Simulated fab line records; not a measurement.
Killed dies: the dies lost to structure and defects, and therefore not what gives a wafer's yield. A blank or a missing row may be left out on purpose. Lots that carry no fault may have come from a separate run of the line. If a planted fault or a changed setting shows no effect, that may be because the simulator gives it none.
Check of tool commonality || flow sky130 || Sample size 13 lots and 39 wafers

## WHY IT WAS OPENED
At SKY_LDD_P_CD_MEAS_07 the reading cdNm is flagged on 1 of 13 lots. No-fault wafers: 379.5 nm, standard deviation 2.6.
Rule: a lot is flagged in two cases, either no wafer of it has a number, or all its wafers with numbers fall more than 4 standard deviations from that mean. All remaining lots are regarded as sound.

{"lot": "L291", "measured": "day 19 01:59", "on": "cdSem-02", "cdNm (nm), wafer by wafer": "377.2 378.0 377.0", "flag": ""}
{"lot": "L292", "measured": "day 19 07:12", "on": "cdSem-01", "cdNm (nm), wafer by wafer": "377.2 377.3 381.0", "flag": ""}
{"lot": "L293", "measured": "day 19 16:17", "on": "cdSem-01", "cdNm (nm), wafer by wafer": "380.8 384.0 383.9", "flag": ""}
{"lot": "L294", "measured": "day 20 15:28", "on": "cdSem-02", "cdNm (nm), wafer by wafer": "377.6 379.0 380.6", "flag": ""}
{"lot": "L295", "measured": "day 21 06:07", "on": "cdSem-01", "cdNm (nm), wafer by wafer": "379.2 380.6 379.7", "flag": ""}
{"lot": "L296", "measured": "day 21 11:41", "on": "cdSem-02", "cdNm (nm), wafer by wafer": "380.9 384.7 382.3", "flag": ""}
{"lot": "L297", "measured": "day 21 17:45", "on": "cdSem-01", "cdNm (nm), wafer by wafer": "380.4 381.4 379.6", "flag": ""}
{"lot": "L300", "measured": "day 23 05:04", "on": "cdSem-01", "cdNm (nm), wafer by wafer": "377.9 375.9 376.3", "flag": ""}
{"lot": "L301", "measured": "day 23 06:05", "on": "cdSem-01", "cdNm (nm), wafer by wafer": "382.6 382.4 382.9", "flag": ""}
{"lot": "L302", "measured": "day 23 12:37", "on": "cdSem-02", "cdNm (nm), wafer by wafer": "384.2 382.6 381.8", "flag": ""}
{"lot": "L303", "measured": "day 23 20:08", "on": "cdSem-01", "cdNm (nm), wafer by wafer": "378.8 376.7 377.3", "flag": ""}
{"lot": "L304", "measured": "day 23 23:10", "on": "cdSem-02", "cdNm (nm), wafer by wafer": "380.1 377.4 379.2", "flag": ""}
{"lot": "L311", "measured": "day 26 13:59", "on": "cdSem-02", "cdNm (nm), wafer by wafer": "347.4 368.6 352.4", "flag": "FLAGGED"}
Average over the flagged lots: 356.1 nm; offset from the usual -23.4 nm, equal to -9 standard deviations.

## WHICH TOOL RAN EACH LOT
The record holds 1 process step before the reading, out of a route of 708 steps. Cell contents, in order: the tool; ch with the chambers the sampled wafers went through; the start.
{"lot": "L291", "flag": "", "SKY_LDD_P_EXPOSE_04": "ilineStepper-02 ch 0, day 18 10:58"}
{"lot": "L292", "flag": "", "SKY_LDD_P_EXPOSE_04": "ilineStepper-01 ch 0, day 18 16:16"}
{"lot": "L293", "flag": "", "SKY_LDD_P_EXPOSE_04": "ilineStepper-01 ch 0, day 19 01:39"}
{"lot": "L294", "flag": "", "SKY_LDD_P_EXPOSE_04": "ilineStepper-01 ch 0, day 19 23:56"}
{"lot": "L295", "flag": "", "SKY_LDD_P_EXPOSE_04": "ilineStepper-02 ch 0, day 20 15:34"}
{"lot": "L296", "flag": "", "SKY_LDD_P_EXPOSE_04": "ilineStepper-02 ch 0, day 20 21:02"}
{"lot": "L297", "flag": "", "SKY_LDD_P_EXPOSE_04": "ilineStepper-01 ch 0, day 21 02:08"}
{"lot": "L300", "flag": "", "SKY_LDD_P_EXPOSE_04": "ilineStepper-01 ch 0, day 22 13:08"}
{"lot": "L301", "flag": "", "SKY_LDD_P_EXPOSE_04": "ilineStepper-01 ch 0, day 22 14:07"}
{"lot": "L302", "flag": "", "SKY_LDD_P_EXPOSE_04": "ilineStepper-01 ch 0, day 22 21:37"}
{"lot": "L303", "flag": "", "SKY_LDD_P_EXPOSE_04": "ilineStepper-02 ch 0, day 23 05:29"}
{"lot": "L304", "flag": "", "SKY_LDD_P_EXPOSE_04": "ilineStepper-01 ch 0, day 23 07:52"}
{"lot": "L311", "flag": "FLAGGED", "SKY_LDD_P_EXPOSE_04": "ilineStepper-02 ch 0, day 25 23:38"}
What is done by these steps:
- SKY_LDD_P_EXPOSE_04: exposes mask PSDM, target cd 380 nm.
- SKY_LDD_P_CD_MEAS_07: target cd 380 nm.

## FLAGGED AGAINST TOTAL, ONE TOOL AT A TIME (gauges that did the reading follow at the end)
{"step": "SKY_LDD_P_EXPOSE_04", "tool": "ilineStepper-01", "lots run": 8, "flagged": 0, "share of the flagged lots": "none", "sound lots run after its first flagged lot": "-"}
{"step": "SKY_LDD_P_EXPOSE_04", "tool": "ilineStepper-02", "lots run": 5, "flagged": 1, "share of the flagged lots": "all", "sound lots run after its first flagged lot": 0}
{"step": "SKY_LDD_P_CD_MEAS_07", "tool": "cdSem-01", "lots run": 7, "flagged": 0, "share of the flagged lots": "none", "sound lots run after its first flagged lot": "-"}
{"step": "SKY_LDD_P_CD_MEAS_07", "tool": "cdSem-02", "lots run": 6, "flagged": 1, "share of the flagged lots": "all", "sound lots run after its first flagged lot": 0}

## WHAT IS ALLOWED BY THE TABLE
2 rows of the table ran every flagged lot: ilineStepper-02 at SKY_LDD_P_EXPOSE_04, cdSem-02 at SKY_LDD_P_CD_MEAS_07.
- ilineStepper-02 at SKY_LDD_P_EXPOSE_04 ran 5 lots, 1 of them flagged. A fault beginning between L303 (day 23 05:29), its last sound lot, and L311 (day 25 23:38), its first flagged one, fits the data. Its own readings lie more than 4 standard deviations out on every wafer of the flagged lots: exposureDoseMJCm2.
- cdSem-02 at SKY_LDD_P_CD_MEAS_07 ran 6 lots, 1 of them flagged. A fault beginning between L304 (day 23 23:10), its last sound lot, and L311 (day 26 13:59), its first flagged one, fits the data.
These 2 tools cannot be told apart by counting lots, since each of them fits a fault that started at some hour. More lots, or a look at what each step does to the wafer, might.

## WHAT WAS PUT IN BY THE SIMULATOR
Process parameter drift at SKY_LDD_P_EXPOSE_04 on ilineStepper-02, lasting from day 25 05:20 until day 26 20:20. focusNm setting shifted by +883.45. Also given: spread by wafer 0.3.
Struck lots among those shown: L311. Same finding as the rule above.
